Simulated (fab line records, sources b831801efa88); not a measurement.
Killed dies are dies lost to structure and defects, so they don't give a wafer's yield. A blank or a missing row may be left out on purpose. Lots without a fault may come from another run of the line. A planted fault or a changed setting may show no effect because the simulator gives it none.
Chamber matching | flow gf180mcu | GF_V4_CVD_02 on pecvd-04: 3 sister chambers
The step deposits SiO2 from TEOS, target thk 850 nm, time 94.851 s. 6 wafers are shown with their chamber, then 9 later ones without.

WAFERS WITH THEIR CHAMBER
wafer  | chamber | heater_power_outer_w (W) | heater_power_w (W)
L087.6 | 1       | 311                      | 578
L089.1 | 0       | 336                      | 604
L089.5 | 0       | 366                      | 648
L090.3 | 2       | 309                      | 581
L090.5 | 1       | 418                      | 707
L090.6 | 2       | 345                      | 626

WAFERS WITHOUT THEIR CHAMBER
wafer  | heater_power_outer_w (W) | heater_power_w (W)
L092.3 | 422                      | 707
L092.4 | 400                      | 719
L092.6 | 333                      | 629
L094.2 | 401                      | 702
L094.5 | 327                      | 616
L094.6 | 419                      | 707
L093.1 | 335                      | 614
L093.3 | 389                      | 683
L093.5 | 250                      | 499

WHICH CHAMBER EACH WENT THROUGH
wafer  | from the rows above          | in truth
L092.3 | can't be placed: 1 or 0 or 2 | 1
L092.4 | can't be placed: 1 or 0 or 2 | 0
L092.6 | can't be placed: 0 or 2 or 1 | 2
L094.2 | can't be placed: 1 or 0 or 2 | 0
L094.5 | can't be placed: 2 or 0 or 1 | 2
L094.6 | can't be placed: 1 or 0 or 2 | 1
L093.1 | can't be placed: 2 or 0 or 1 | 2
L093.3 | can't be placed: 1 or 0 or 2 | 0
L093.5 | can't be placed: 2 or 0 or 1 | 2
Placed correctly: 0 of 9. Can't be placed from these rows: 9 (the true chamber is among the candidates in 9). Placed wrongly: 0.
How it was worked out, from the rows above alone: a wafer's distance from a chamber is the root of the sum, over the readings, of the square of ((its reading less the chamber's mean) divided by the reading's scatter). The wafer belongs to the nearest chamber; if the next one is less than 2 further off, it can't be placed. A chamber's mean is the mean of its shown wafers. The scatter: the root of (the sum of the squares of (reading less its chamber's mean) over the shown wafers, divided by (wafers less chambers)).
